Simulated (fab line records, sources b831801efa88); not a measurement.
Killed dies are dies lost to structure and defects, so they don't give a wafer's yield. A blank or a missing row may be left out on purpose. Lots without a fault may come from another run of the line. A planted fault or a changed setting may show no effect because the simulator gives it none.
Which tool did it? | flow gf180mcu | 11 lots, 32 wafers sampled, at 2 steps of a route of 602

WHAT THE GAUGES READ, wafer by wafer
GF_STI_THK_MEAS_04.
lot  | measured    | on            | STI_CVD_03_THK (nm)
L735 | day 1 14:11 | film_metro-03 | 206.7 208.1 208.8
L737 | day 2 04:00 | film_metro-02 | 209.6 209.1 209.0
L741 | day 2 20:34 | film_metro-02 | 202.4 203.2 203.3
L742 | day 3 01:37 | film_metro-02 | 208.2 207.5
L744 | day 3 10:34 | film_metro-03 | 206.3 206.8 205.6
L745 | day 3 15:59 | film_metro-03 | 207.3 210.0 209.8
L747 | day 4 02:56 | film_metro-03 | 208.0 207.4 206.8
L754 | day 5 13:05 | film_metro-02 | 143.3 147.7 146.7 143.3 147.8 146.8
L755 | day 5 17:34 | film_metro-03 | 207.6 208.0 207.4
L757 | day 6 04:23 | film_metro-02 | 146.0 145.2 145.6 145.9 145.0 145.7
L758 | day 6 08:35 | film_metro-01 | 207.9 207.6 207.1

WHICH TOOL RAN EACH LOT (tool, then ch and the chambers of the sampled wafers, then the start)
lot  | GF_STI_CVD_03
L735 | lpcvd-01 ch 0, day 1 12:11
L737 | lpcvd-01 ch 1, day 2 02:01
L741 | lpcvd-01 ch 0, day 2 17:34
L742 | lpcvd-02 ch 0, day 2 23:38
L744 | lpcvd-01 ch 1, day 3 08:34
L745 | lpcvd-01 ch 1, day 3 13:59
L747 | lpcvd-01 ch 1, day 4 00:57
L754 | lpcvd-01 ch 0, day 5 11:07
L755 | lpcvd-02 ch 1, day 5 15:34
L757 | lpcvd-01 ch 1, day 6 02:24
L758 | lpcvd-02 ch 1, day 6 06:34
- GF_STI_CVD_03: deposits Si3N4 from DCS/NH3, target thk 207.16 nm, time 3551 s.

THE ANSWER, worked out from the rows above alone
Rule: what is usual is taken from the lots themselves. Put in order of their means at a reading, lots are off if they are a third of the lots or fewer, leave a main group of 4 or more, and stand apart from it by a gap of 3 or more times the standard deviation of the main group's means; of several such gaps the widest counts. A main group whose means are all the same, to the digits that the tables above print for the reading, isn't used. A lot without any number at a reading at which 4 lots or more have one is off too. The other lots that the step has rows for count as sound.
Off: L754, L757, at GF_STI_THK_MEAS_04 (STI_CVD_03_THK). The main group: mean 207.3 nm, standard deviation 1.7.
A tool fits if, at a process step before that reading, it ran every lot that is off, and no sound lot after the first of them. The gauges at GF_STI_THK_MEAS_04 are tried like those tools. Can't be told from this: 2 tools fit, lpcvd-01 at GF_STI_CVD_03, film_metro-02 at GF_STI_THK_MEAS_04.

WHAT THE SIMULATOR HAD PUT IN
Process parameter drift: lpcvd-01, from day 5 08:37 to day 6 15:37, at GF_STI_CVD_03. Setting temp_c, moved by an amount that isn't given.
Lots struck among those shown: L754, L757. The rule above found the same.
